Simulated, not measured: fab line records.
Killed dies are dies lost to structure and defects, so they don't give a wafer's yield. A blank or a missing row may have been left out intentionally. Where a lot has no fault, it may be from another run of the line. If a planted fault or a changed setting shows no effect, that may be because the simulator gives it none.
fab line records	flow gf180mcu
record lots=13	wafers=39	lastDay=34
route steps=602 shown MVPSD@80 CONTACT@310 M1@332 M2@365
lots that met no fault: from a run of the same line without faults
startH: the number of hours between the record's first day and the start of the first shown wafer of the lot	waitH: hours since the lot's step before	" repeats the value in the row above	L1.1+2: a row that stands for several wafers	- no value, or no start given	* or withheld: withheld	< > ~ a bound
route shown NAME@n: NAME is a module with steps in the file, n the number in the route of the first one	usual: mean/standard deviation taken from wafers without a fault	same: alike in all rows	chamber/n: place in a boat	sites: each site's reading	_std_site: standard deviation of those values	_edge_site: inner sites' mean taken away from outer sites' mean	radiusMm: for every site, how far away it sits from the centre of the wafer	mask NAME#n: copy n	behind: the last tool/chamber to shape the wafer	hold: reason for holding the lot/hours on hold/outcome of the hold	device: transistor that didn't switch, given as n, p or np	end of line: tests run on the same wafers once the route is complete	where a step has no rows: the recipe by itself	killed: dies lost to structure and defects at the first sort, not the wafer's yield	map: a wafer's dies, marking killed ones x, the rest . and places with no die _
set.NAME: setting as actually run; set.NAME@STEP: the setting as run at that earlier step	model.NAME: the simulator's own value behind a step, which no gauge read
a sample of lots followed through the steps of the route, with each step as a table and each wafer as a row
services: from which hour (startH, from the record's first day; less than 0 if before it) a tool's chamber was out of use, for how many hours, and why
## steps
# step GF_MVPSD_COAT_02
# recipe spinRpm=2000	resistThkNm=3000
lot.wafer	tool	chamber	startH	waitH
L730.1+2+5	lithoTrack-01	0	92.59	0.1
L732.1+2+3	lithoTrack-02	0	109.95	0.1
L731.1+5+6	lithoTrack-03	0	109.96	0.1
L735.1+2+5	lithoTrack-02	0	125.05	0.1
L739.1+4+6	lithoTrack-02	0	142.30	0.1
L740.2+5+6	lithoTrack-02	0	144.98	0.1
L743.1+4+6	lithoTrack-01	0	163.34	0.1
L745.2+3+5	lithoTrack-01	0	177.01	0.1
L746.2+3+4	lithoTrack-03	0	182.54	0.1
L748.2+5+6	lithoTrack-01	0	194.86	0.1
L751.2+4+5	lithoTrack-03	0	213.33	0.1
L752.1+2+5	lithoTrack-01	0	217.64	0.1
L753.1+4+6	lithoTrack-03	0	222.76	0.1
# step GF_MVPSD_STRIP_10
# recipe chemistry=O2/N2	powerW=1400	pressureMtorr=1500	platenTempC=250	o2FlowSccm=3000	n2FlowSccm=300	overashFraction=0.5
# usual drypumpMotorCurrentA=5.7/0.39	heaterPowerW=346/23	oesProductAu=0.722/0.0052	stripTimeToEndpointS=36.99/0.11
# same overashFraction=0.5
lot.wafer	tool	chamber	startH	waitH	drypumpMotorCurrentA	heaterPowerW	oesProductAu	rfHoursCounterH	stripTimeToEndpointS
L730.1	plasmaAsher-03	1	100.13	0.1	6.5	331	0.722	45	36.90
L730.2	"	0	"	"	5.2	359	0.720	45	36.99
L730.5	"	0	"	"	5.2	354	0.724	-	37.05
L732.1	plasmaAsher-04	0	117.40	0.1	5.5	332	0.712	34	36.81
L732.2	"	1	"	"	5.8	373	0.730	34	36.85
L732.3	"	0	"	"	5.5	330	0.718	-	36.74
L731.1	plasmaAsher-04	1	117.68	0.1	5.7	369	0.725	35	37.00
L731.5	"	1	"	"	5.7	370	0.716	-	37.01
L731.6	"	0	"	"	5.5	334	0.724	-	37.04
L735.1	plasmaAsher-02	0	133.08	0.1	5.4	358	0.717	1	37.17
L735.2	"	1	"	"	5.4	292	0.722	1	37.07
L735.5	"	0	"	"	5.4	349	0.719	-	36.92
L739.1	plasmaAsher-04	1	150.20	0.1	5.7	368	0.719	38	37.29
L739.4	"	1	"	"	5.8	380	0.718	-	37.51
L739.6	"	0	"	"	5.5	338	0.718	-	37.30
L740.2	plasmaAsher-04	1	153.14	0.1	5.7	371	0.724	38	37.52
L740.5	"	0	"	"	5.5	337	0.721	-	37.54
L740.6	"	1	"	"	5.8	369	0.723	-	37.53
L743.1	plasmaAsher-04	1	171.23	0.1	5.8	376	0.719	40	37.20
L743.4	"	1	"	"	5.8	374	0.723	-	37.16
L743.6	"	1	"	"	5.8	372	0.726	-	37.15
L745.2	plasmaAsher-04	1	185.69	0.1	5.8	370	0.730	42	37.01
L745.3	"	0	"	"	5.5	340	0.732	-	37.03
L745.5	"	1	"	"	5.8	367	0.729	-	36.91
L746.2	plasmaAsher-04	1	191.22	0.1	5.8	363	0.720	42	36.85
L746.3	"	0	"	"	5.5	344	0.724	-	36.95
L746.4	"	1	"	"	5.8	368	0.734	-	36.91
L748.2	plasmaAsher-03	1	203.90	0.1	6.4	333	0.725	56	37.04
L748.5	"	1	"	"	6.5	348	0.721	-	37.08
L748.6	"	0	"	"	5.2	360	0.730	-	37.19
L751.2	plasmaAsher-02	0	222.05	0.1	5.4	350	0.726	11	37.09
L751.4	"	0	"	"	5.4	356	0.713	-	36.99
L751.5	"	1	"	"	5.4	285	0.726	-	36.87
L752.1	plasmaAsher-03	1	226.20	0.1	6.4	339	0.730	59	36.98
L752.2	"	0	"	"	5.2	363	0.730	59	36.96
L752.5	"	1	"	"	6.5	336	0.725	-	37.05
L753.1	plasmaAsher-02	1	232.62	0.1	5.4	287	0.724	12	37.21
L753.4	"	1	"	"	5.4	288	0.722	-	37.06
L753.6	"	0	"	"	5.4	351	0.722	-	37.00
# step GF_CONTACT_SPUTTER_23
# recipe material=TiN	targetThkNm=10	chamberPressurePa=5	powerW=4000	timeS=40
# usual throttleValvePct=29.6/1.4
lot.wafer	tool	chamber	startH	waitH	throttleValvePct
L730.1	pvdSputter-03	-	363.03	0.0	28.6
L730.2	"	-	"	"	29.3
L730.5	"	-	"	"	32.3
L731.1	pvdSputter-04	-	387.82	0.0	31.3
L731.5	"	-	"	"	30.0
L731.6	"	-	"	"	31.4
L732.1	pvdSputter-04	-	391.39	0.0	30.7
L732.2	"	-	"	"	30.0
L732.3	"	-	"	"	30.9
L735.1	pvdSputter-04	-	411.20	0.0	30.7
L735.2	"	-	"	"	30.6
L735.5	"	-	"	"	30.7
L739.1	pvdSputter-02	-	437.71	0.0	28.4
L739.4	"	-	"	"	28.5
L739.6	"	-	"	"	28.7
L740.2	pvdSputter-02	-	443.63	0.0	28.6
L740.5	"	-	"	"	28.5
L740.6	"	-	"	"	28.6
L743.1	pvdSputter-04	-	472.85	0.0	31.4
L743.4	"	-	"	"	29.6
L743.6	"	-	"	"	30.6
L745.2	pvdSputter-02	-	489.96	0.0	28.6
L745.3	"	-	"	"	28.4
L745.5	"	-	"	"	31.9
L746.2	pvdSputter-02	-	499.72	0.0	28.1
L746.3	"	-	"	"	28.6
L746.4	"	-	"	"	28.8
L748.2	pvdSputter-02	-	520.47	0.0	28.3
L748.5	"	-	"	"	31.8
L748.6	"	-	"	"	28.5
L751.2	pvdSputter-02	-	547.04	0.0	28.4
L751.4	"	-	"	"	28.7
L751.5	"	-	"	"	28.5
L752.1	pvdSputter-03	-	547.81	0.0	32.0
L752.2	"	-	"	"	29.4
L752.5	"	-	"	"	28.8
L753.1	pvdSputter-03	-	554.74	0.0	29.2
L753.4	"	-	"	"	32.1
L753.6	"	-	"	"	29.5
# step GF_M1_STRIP_17
# recipe chemistry=O2/N2	powerW=1400	pressureMtorr=1500	platenTempC=250	o2FlowSccm=3000	n2FlowSccm=300	overashFraction=0.5
# usual drypumpMotorCurrentA=5.50/0.21	heaterPowerW=340/29	oesProductAu=0.537/0.0051	stripTimeToEndpointS=7.39/0.046
# same overashFraction=0.5
lot.wafer	tool	chamber	startH	waitH	drypumpMotorCurrentA	heaterPowerW	oesProductAu	rfHoursCounterH	stripTimeToEndpointS
L730.1	plasmaAsher-02	0	386.88	0.1	5.44	348	0.539	29	7.46
L730.2	"	1	"	"	5.43	292	0.533	29	7.43
L730.5	"	0	"	"	5.43	356	0.525	-	7.36
L731.1	plasmaAsher-01	0	412.13	0.1	5.72	370	0.542	78	7.51
L731.5	"	0	"	"	5.73	368	0.545	-	7.51
L731.6	"	1	"	"	5.10	317	0.545	-	7.49
L732.1	plasmaAsher-04	0	416.21	0.1	5.51	323	0.535	62	7.37
L732.2	"	1	"	"	5.73	368	0.541	62	7.45
L732.3	"	0	"	"	5.52	334	0.532	-	7.38
L735.1	plasmaAsher-02	1	436.37	0.1	5.43	294	0.543	34	7.34
L735.2	"	0	"	"	5.40	355	0.550	34	7.39
L735.5	"	1	"	"	5.42	296	0.534	-	7.39
L739.1	plasmaAsher-04	1	462.98	0.1	5.74	365	0.534	65	7.36
L739.4	"	1	"	"	5.75	359	0.537	-	7.33
L739.6	"	0	"	"	5.51	333	0.534	-	7.31
L740.2	plasmaAsher-04	1	468.52	0.1	5.73	362	0.543	66	7.36
L740.5	"	1	"	"	5.76	367	0.529	-	7.34
L740.6	"	0	"	"	5.51	331	0.536	-	7.33
L743.1	plasmaAsher-04	0	497.73	0.1	5.50	339	0.530	69	7.38
L743.4	"	1	"	"	5.77	385	0.546	-	7.40
L743.6	"	1	"	"	5.77	369	0.540	-	7.36
L745.2	plasmaAsher-02	1	514.26	0.1	5.40	284	0.546	43	7.36
L745.3	"	1	"	"	5.37	282	0.534	-	7.38
L745.5	"	1	"	"	5.41	286	0.540	-	7.41
L746.2	plasmaAsher-01	1	523.27	0.1	5.10	318	0.544	91	7.39
L746.3	"	0	"	"	5.71	374	0.538	-	7.34
L746.4	"	1	"	"	5.10	321	0.543	-	7.35
L748.2	plasmaAsher-01	1	544.61	0.1	5.11	322	0.537	93	7.32
L748.5	"	1	"	"	5.09	328	0.530	-	7.32
L748.6	"	0	"	"	5.73	370	0.538	-	7.37
L751.2	plasmaAsher-01	0	569.82	0.1	5.71	367	0.549	96	7.42
L751.4	"	1	"	"	5.08	321	0.540	-	7.43
L751.5	"	0	"	"	5.73	370	0.537	-	7.39
L752.1	plasmaAsher-02	1	570.90	0.2	5.40	285	0.554	49	7.44
L752.2	"	0	"	"	5.42	355	0.535	49	7.44
L752.5	"	0	"	"	5.42	347	0.545	-	7.42
L753.1	plasmaAsher-04	1	578.87	0.1	5.74	379	0.534	79	7.43
L753.4	"	1	"	"	5.74	371	0.536	-	7.34
L753.6	"	0	"	"	5.51	330	0.533	-	7.33
# step GF_M2_SPUTTER_03
# recipe material=Ti	targetThkNm=10	substrateTempC=300	chamberPressurePa=0.3	powerW=3000	timeS=6.7
# usual throttleValvePct=29.8/1.3
lot.wafer	tool	chamber	startH	waitH	throttleValvePct
L730.1	pvdSputter-03	-	412.43	0.0	28.9
L730.2	"	-	"	"	28.2
L730.5	"	-	"	"	29.5
L731.1	pvdSputter-04	-	439.34	0.0	31.3
L731.5	"	-	"	"	31.0
L731.6	"	-	"	"	30.7
L732.1	pvdSputter-03	-	443.10	0.0	32.2
L732.2	"	-	"	"	29.3
L732.3	"	-	"	"	27.9
L735.1	pvdSputter-01	-	463.56	0.0	30.2
L735.2	"	-	"	"	28.9
L735.5	"	-	"	"	30.3
L739.1	pvdSputter-04	-	490.13	0.0	31.0
L739.4	"	-	"	"	29.9
L739.6	"	-	"	"	31.3
L740.2	pvdSputter-03	-	495.44	0.0	29.6
L740.5	"	-	"	"	28.0
L740.6	"	-	"	"	29.1
L743.1	pvdSputter-03	-	523.51	0.0	28.9
L743.4	"	-	"	"	32.0
L743.6	"	-	"	"	31.9
L745.2	pvdSputter-04	-	540.44	0.0	30.7
L745.3	"	-	"	"	30.8
L745.5	"	-	"	"	31.2
L746.2	pvdSputter-03	-	549.14	0.0	32.0
L746.3	"	-	"	"	29.5
L746.4	"	-	"	"	28.0
L748.2	pvdSputter-01	-	568.98	0.0	30.3
L748.5	"	-	"	"	27.8
L748.6	"	-	"	"	28.6
L751.2	pvdSputter-01	-	595.05	0.0	30.1
L751.4	"	-	"	"	27.3
L751.5	"	-	"	"	29.8
L752.1	pvdSputter-03	-	595.35	0.0	27.9
L752.2	"	-	"	"	32.0
L752.5	"	-	"	"	27.6
L753.1	pvdSputter-04	-	602.37	0.0	29.8
L753.4	"	-	"	"	31.0
L753.6	"	-	"	"	30.2
## services
tool	chamber	startH	hours	kind
plasmaAsher-04	-	74.05	4.0	pm
plasmaAsher-02	-	77.36	15.6	pm
plasmaAsher-02	-	105.21	9.8	repair
plasmaAsher-02	-	115.05	9.0	pm
pvdSputter-04	-	116.28	1.3	repair
plasmaAsher-04	-	202.72	25.9	pm
pvdSputter-03	-	236.76	2.3	repair
plasmaAsher-04	-	247.78	1.4	repair
pvdSputter-03	-	248.83	14.0	repair
plasmaAsher-04	-	272.04	14.6	pm
plasmaAsher-04	-	297.70	4.1	repair
pvdSputter-02	-	327.92	1.8	repair
plasmaAsher-02	-	333.48	5.2	repair
pvdSputter-03	-	345.71	7.3	repair
pvdSputter-04	-	397.54	2.5	repair
plasmaAsher-02	-	428.55	2.5	repair
plasmaAsher-04	-	432.62	13.6	repair
pvdSputter-04	-	462.00	4.1	repair
plasmaAsher-02	-	484.32	2.8	pm
pvdSputter-02	-	508.12	3.2	repair
pvdSputter-04	-	557.64	3.3	repair
pvdSputter-03	-	580.63	13.0	repair
plasmaAsher-04	-	591.21	2.8	pm
pvdSputter-04	-	593.87	2.7	repair
## key
firstSign step=GF_MVPSD_STRIP_10	reading=stripTimeToEndpointS	direction=up	sigmas=4.2	usual=*	struck=*
effect none on later readings
metAt GF_MVPSD_COAT_02
struckLots L739,L740
testerLeftOut L739,L740
notActingAt GF_CONTACT_SPUTTER_23,GF_M1_STRIP_17,GF_M2_SPUTTER_03
onsetBetween 125.05 142.30
fault kind=processParameterDrift	tool=lithoTrack-02	chamber=-	onsetH=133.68	steps=GF_MVPSD_COAT_02	channel=resistThkNm	offset=*	shape=step	endH=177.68	actsIn=*	stated=*
# testerLeftOut: of these lots the tester's yield and bins aren't shown, on N5 and GAA mostly nor the transistor test; their killed dies are dies lost to structure and defects alone, not to doping, threshold or leakage, so they don't give the yield
